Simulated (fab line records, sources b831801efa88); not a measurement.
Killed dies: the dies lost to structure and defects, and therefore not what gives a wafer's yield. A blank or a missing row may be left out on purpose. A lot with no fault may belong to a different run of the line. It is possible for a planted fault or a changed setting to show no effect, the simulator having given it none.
Struck lot and sound lot, side by side || flow sfqLine || 14 steps out of a route of 325
Sound: wafers L743.2, L743.3, L743.5. Struck: wafer L750.4. (L750.5, L750.6 of the same lot were not struck and are left out.) The cause comes at the end.
Each step with rows lists, per side, the tool, then ch with its chambers, then its first start. Under that, the readings that differ: sound wafers || struck wafers || difference of the means || sigmas: that difference in standard deviations of wafers without a fault.
alike: same words and numbers on both sides, and readings whose means sit less than 2 such deviations apart. not compared: any withheld reading, any reading some wafer has no value for, any bound like >300 that may hide the same value, and any number with overlapping values for which the record gives no deviation.
A row with sigmas, a row that says differs or no value, or rows on one side alone: a step with any of these is where the two part. Numbers that don't overlap but have no deviation are shown without sigmas and don't part them. A reading missing from all wafers of one side parts the sides only when that side holds two or more wafers.

first, 2 steps without rows for these wafers: SFQ_TRILAYER_I6_VIA_STRIP_SOLV_CLEAN_174 (cleans in NMP, time 600 s); SFQ_TRILAYER_M7_DEP_PRE_CLEAN_176 (time 22.5 s).
SFQ_TRILAYER_M7_DEP_SPUTTER_175: material Nb, target thk 200 nm, time 133.3 s.
  sound on pvdSputter-05 at day 78 13:30; struck on pvdSputter-05 at day 80 08:42
{"reading": "throttleValvePct (%)", "sound": "30.2 32.8 30.3", "struck": 27.8, "difference": -3.3, "sigmas": -2}
SFQ_M7_RS_MEAS_943: the measuring method here is four-point-probe.
  sound on filmMetro-03 at day 78 13:37; struck on filmMetro-02 at day 80 08:51
  alike: M7_NB_RS
then, 6 steps without rows for these wafers: SFQ_TRILAYER_M7_LITHO_COAT_182 (resist thk 62 nm); SFQ_TRILAYER_M7_LITHO_COAT_177 (resist thk 600 nm); SFQ_TRILAYER_M7_LITHO_SOFTBAKE_181; SFQ_TRILAYER_M7_LITHO_EXPOSE_178 (exposes mask M7, target cd 500 nm); SFQ_TRILAYER_M7_LITHO_PEB_180 (peb time 60 s); SFQ_TRILAYER_M7_LITHO_DEVELOP_179 (time 60 s).
SFQ_M7_OVL_MEAS_945:
  sound on overlay-02 at day 78 22:40; struck on overlay-01 at day 80 12:41
  alike: M7_OVL
SFQ_TRILAYER_M7_BARC_OPEN_METAL_ETCH_229: etches BARC in O2, target depth 125 nm, time 41.7 s.
  sound on rieMetal-04 ch 0,1, day 78 22:42; struck on rieMetal-02 ch 1, day 80 12:43
{"reading": "drypumpMotorCurrentA (A)", "sound": "5.1 6.2 6.2", "struck": 4.8, "difference": -1.0, "sigmas": -2}
{"reading": "model.KrF_of_TRILAYER_M7_LITHO_COAT_177.thkNm (nm)", "sound": "522.8 521 521.6", "struck": 492.6, "difference": -29.2, "sigmas": ""}
  alike: oesProductAu
  not compared: rfHoursCounterH
SFQ_TRILAYER_M7_ETCH_METAL_ETCH_180: etches Nb in Cl2/Ar, stops on SiO2, target depth 240 nm, time 120 s.
  sound on rieMetal-04 ch 0,1, day 78 22:46; struck on rieMetal-02 ch 1, day 80 12:48
{"reading": "drypumpMotorCurrentA (A)", "sound": "5.0 6.2 6.2", "struck": 4.8, "difference": -1.0, "sigmas": -2}
{"reading": "model.KrF_of_TRILAYER_M7_LITHO_COAT_177.thkNm (nm)", "sound": "384.9 379.8 381.3", "struck": 355.7, "difference": -26.3, "sigmas": ""}
  alike: oesProductAu
  not compared: rfHoursCounterH
SFQ_TRILAYER_M7_STRIP_STRIP_181: strips in O2.
  sound on rieMetal-04 ch 0,1, day 78 22:53; struck on rieMetal-02 ch 1, day 80 13:05
{"reading": "oesProductAu (a.u.)", "sound": "0.994 1.004 0.999", "struck": 0.974, "difference": -0.025, "sigmas": -2}
  alike: drypumpMotorCurrentA
  not compared: rfHoursCounterH

WHERE THEY PART
Last at SFQ_TRILAYER_M7_STRIP_STRIP_181 as far as this record goes, first at SFQ_TRILAYER_M7_DEP_SPUTTER_175.

WHY: what had been put in by the simulator
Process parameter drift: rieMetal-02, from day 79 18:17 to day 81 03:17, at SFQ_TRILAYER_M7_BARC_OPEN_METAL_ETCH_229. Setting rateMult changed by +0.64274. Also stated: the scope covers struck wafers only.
